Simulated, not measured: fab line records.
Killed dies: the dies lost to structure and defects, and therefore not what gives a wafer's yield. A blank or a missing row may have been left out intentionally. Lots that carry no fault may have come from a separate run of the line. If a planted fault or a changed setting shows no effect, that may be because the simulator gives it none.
Struck lot and sound lot, side by side ; flow gf180mcu ; 15 out of 602 route steps
Sound: these wafers, L398.1, L398.3, L398.6. Struck: wafer L385.4 (left out: L385.5, a lot-mate that was not struck); the cause follows at the end.
Order at every step that has rows: each side's tool, ch and its chambers, its first start. Under that, the readings that differ: sound wafers ; struck wafers ; difference of the means ; sigmas: that difference in standard deviations of wafers without a fault.
alike: same words and numbers on both sides, and readings whose means sit less than 2 such deviations apart. not compared: any withheld reading, any reading some wafer has no value for, any bound like >300 that may hide the same value, and any number with overlapping values for which the record gives no deviation.
A row with sigmas, a row that says differs or no value, or rows on one side alone: a step with any of these is where the two part. Numbers that have no deviation but don't overlap get no sigmas and don't part them. A reading that every wafer of one side lacks parts them only if that side has two wafers or more.

first, 9 steps without rows for these wafers: GF_MIM_STRIP_21 (strips in post etch residue remover, time 1200 s); GF_MIM_CLEAN_22 (cleans in DIW); GF_M5_DEHYDRATE_00 (time 60 s); GF_M5_HMDS_01 (prime time 60 s); GF_M5_COAT_02 (resist thk 1000 nm); GF_M5_SOFTBAKE_03 (time 60 s); GF_M5_EXPOSE_04 (exposes mask Metal5, target cd 280 nm); GF_M5_PEB_05 (peb time 90 s); GF_M5_DEVELOP_06 (develop time 60 s).
GF_M5_CD_MEAS_07 targets a cd of 280 nm.
  struck on cd-sem-02, day 28 23:55; sound on cd-sem-02, day 32 09:01
  alike: cd-nm
GF_M5_OVL_MEAS_08:
  struck on overlay-01, day 28 23:59; sound on overlay-01, day 32 09:08
  alike: M5_OVL
GF_M5_ETCH_09: etches Si3N4 in CF4/O2, target depth 52 nm, time 11.6 s.
  sound on rie-diel-02 ch 1,2, day 32 09:10; struck on rie-diel-02 ch 1, day 29 00:00
  alike: cf4-flow-sccm, drypump-motor-current-A, oes-product-au, throttle-valve-pct
  not compared: rf-hours-counter-h
GF_M5_METAL_ETCH_10: etches the open film in Cl2/BCl3, stops on SiO2, target depth 750.8 nm, time 125.1 s.
  sound on rie-metal-04 ch 0,1, day 32 09:11; struck on rie-metal-03 ch 0, day 29 00:04
reading;sound;struck;difference;sigmas
oes-product-au (a.u.);0.976 0.985 0.975;0.698;-0.281;-54
throttle-valve-pct (%);28.249 28.206 28.222;28.556;+0.330;+36
model.KrF_of_M5_COAT_02.thk-nm (nm);654.5 649.4 651.5;798.7;+146.9;
  alike: drypump-motor-current-A
  not compared: rf-hours-counter-h
GF_M5_STRIP_11: strips in O2/N2.
  sound on plasma-asher-04 ch 0, day 32 09:19; struck on plasma-asher-04 ch 1, day 29 00:11
reading;sound;struck;difference;sigmas
heater-power-w (W);399 402 407;269;-134;-3
oes-product-au (a.u.);0.530 0.529 0.524;0.579;+0.051;+10
strip-time-to-endpoint-s (s);7.07 7.03 7.04;8.48;+1.43;+37
  alike: drypump-motor-current-A
  not compared: rf-hours-counter-h
then, 1 step without rows for these wafers: GF_M5_STRIP_12 (strips in post etch residue remover, time 1200 s).

== WHERE THEY PART ==
At GF_M5_METAL_ETCH_10 first; at GF_M5_STRIP_11 last (within this record only).

WHY: whatever the simulator had introduced
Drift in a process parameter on rie-metal-03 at GF_M5_METAL_ETCH_10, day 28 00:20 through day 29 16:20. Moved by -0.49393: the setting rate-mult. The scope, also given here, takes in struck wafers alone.
